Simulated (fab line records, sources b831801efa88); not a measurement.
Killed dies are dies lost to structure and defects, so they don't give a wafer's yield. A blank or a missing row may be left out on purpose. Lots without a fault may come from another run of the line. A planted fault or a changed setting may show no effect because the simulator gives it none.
A struck lot beside a sound one | flow sky130 | 25 steps out of a route of 708
Sound: wafers L954.1, L954.4, L954.5. Struck: wafer L944.4. (L944.2, L944.5 of the same lot were not struck and are left out.) The cause comes at the end.
At each step with rows: each side's tool, then ch and its chambers, then its first start. Under that, the readings that differ: sound wafers | struck wafers | difference of the means | sigmas: that difference in standard deviations of wafers without a fault.
alike: readings whose means differ by less than 2 such deviations, and words and numbers that are the same on both sides. not compared: withheld readings, readings that some wafer has no value for, bounds like >300 that may hide the same value, and numbers for which the record gives no deviation and whose values overlap.
The two part at a step that has a row with sigmas, a row that says differs or no value, or rows on one side only. Numbers that don't overlap but have no deviation are shown without sigmas and don't part them. A reading that every wafer of one side lacks parts them only if that side has two wafers or more.

first, 9 steps without rows for these wafers: SKY_LI_CONTACT_ETCH_14 (etches BARC in N2/H2, stops on SiO2, time 45.9 s, target depth 60 nm); SKY_LI_CONTACT_ETCH_15 (etches PSG in C4F8/O2/Ar, stops on Si, target depth 600 nm); SKY_LI_CONTACT_STRIP_16 (strips in O2/N2); SKY_LI_CONTACT_CLEAN_17 (cleans in NMP, time 600 s); SKY_LI_CONTACT_PRE_CLEAN_18 (time 5.6 s); SKY_LI_CONTACT_SPUTTER_19 (material Ti, target thk 20 nm, time 106.37 s); SKY_LI_CONTACT_SPUTTER_20 (material TiN, target thk 20 nm, time 80 s); SKY_LI_CONTACT_CVD_21 (deposits W, target thk 400 nm, time 120.56 s); SKY_LI_CONTACT_CMP_24 (polishes, stops on PSG, t overpolish 20 s, target thk 0 nm).
SKY_LOCAL_INTERCONNECT_SPUTTER_00: material TiN, target thk 100 nm, time 83.3 s.
  sound on pvd_sputter-03, day 33 19:58; struck on pvd_sputter-01, day 31 03:34
  reading                                                | sound          | struck | difference | sigmas
  model.TiN_of_LOCAL_INTERCONNECT_SPUTTER_00.thk_nm (nm) | 98 99.98 99.81 | 41.8   | -57.5      |
  alike: throttle_valve_pct
SKY_LOCAL_INTERCONNECT_RS_MEAS_01: measures by four-point-probe.
  sound on film_metro-01, day 33 20:01; struck on film_metro-03, day 31 03:56
  reading                            | sound             | struck | difference | sigmas
  LOCAL_INTERCONNECT_TIN_RS (ohm/sq) | 14.46 14.17 14.16 | 36.00  | +21.74     | +99 or more
  not compared: hold
SKY_LOCAL_INTERCONNECT_THK_MEAS_02: measures by xrf.
  sound on film_metro-01, day 33 20:08; struck on film_metro-03, day 31 17:55
  reading                         | sound            | struck | difference | sigmas
  LOCAL_INTERCONNECT_TIN_THK (nm) | 98.5 100.6 100.3 | 41.7   | -58.1      | -45
  not compared: hold
then, 8 steps without rows for these wafers: SKY_LOCAL_INTERCONNECT_HMDS_04 (prime time 60 s); SKY_LOCAL_INTERCONNECT_COAT_05 (resist thk 60 nm); SKY_LOCAL_INTERCONNECT_COAT_06 (resist thk 450 nm); SKY_LOCAL_INTERCONNECT_SOFTBAKE_07 (time 90 s); SKY_LOCAL_INTERCONNECT_EXPOSE_08 (exposes mask LI1M, target cd 170 nm); SKY_LOCAL_INTERCONNECT_PEB_09; SKY_LOCAL_INTERCONNECT_DEVELOP_10 (develop time 60 s); SKY_LOCAL_INTERCONNECT_ETCH_13 (etches BARC in N2/H2, stops on SiO2, time 45.9 s, target depth 60 nm).
SKY_LOCAL_INTERCONNECT_METAL_ETCH_14: etches TiN in Cl2/BCl3, stops on PSG, target depth 110 nm, time 31.4 s.
  sound on rie_metal-02 ch 0,1, day 34 22:58; struck on rie_metal-02 ch 0, day 32 06:51
  reading                | sound                | struck | difference | sigmas
  oes_product_au (a.u.)  | 0.928 0.942 0.940    | 0.613  | -0.324     | -39
  throttle_valve_pct (%) | 21.921 21.899 21.924 | 22.107 | +0.192     | +17
  alike: chamber_pressure_mTorr, drypump_motor_current_A, he_backside_leak_sccm
  not compared: rf_hours_counter_h
then, 1 step without rows for these wafers: SKY_LOCAL_INTERCONNECT_STRIP_15 (strips in O2/N2).
SKY_LOCAL_INTERCONNECT_STRIP_16: strips in post etch residue remover, time 1200 s.
  sound on wet_bench-01 ch 1, day 34 23:07; struck on wet_bench-02 ch 2, day 32 07:01
  reading                                                | sound             | struck | difference | sigmas
  model.TiN_of_LOCAL_INTERCONNECT_SPUTTER_00.thk_nm (nm) | 97.57 99.55 99.39 | 41.39  | -57.45     |
  alike: temp_c
then, 1 step without rows for these wafers: SKY_LOCAL_INTERCONNECT_CLEAN_17 (cleans in IPA, time 180 s).
-- the record jumps here: 15 days lie between the struck wafers' starts before and after (it left off in module LOCAL_INTERCONNECT and takes up again in module PAD_OPEN, whose first step shown is number 708 of the route) --
SKY_PAD_OPEN_PROBE_99:
  sound on prober-02, day 49 04:06; struck on prober-02, day 47 05:18
  reading                        | sound             | struck | difference | sigmas
  model.etest.res_li.line_ohm_um | 77.57 74.35 75.31 | 183.8  | +108.1     |
  model.etest.res_li.rs_ohm_sq   | 13.14 12.87 12.97 | 30.92  | +17.93     |
  model.etest.mcon_chain.rc_ohm  | 16.41 16.14 16.05 | 24.37  | +8.17      |
  alike: killed_at_M0_to_M3, killed_at_M4_up, killed_at_contacts, killed_at_front_end, killed_at_other, killed_dies, killed_open, killed_short

WHERE THEY PART
First at SKY_LOCAL_INTERCONNECT_RS_MEAS_01; last, within this record, at SKY_LOCAL_INTERCONNECT_METAL_ETCH_14. Later steps at which nothing parts them and some readings are alike: SKY_LOCAL_INTERCONNECT_STRIP_16, SKY_PAD_OPEN_PROBE_99.

WHY: what the simulator had put in
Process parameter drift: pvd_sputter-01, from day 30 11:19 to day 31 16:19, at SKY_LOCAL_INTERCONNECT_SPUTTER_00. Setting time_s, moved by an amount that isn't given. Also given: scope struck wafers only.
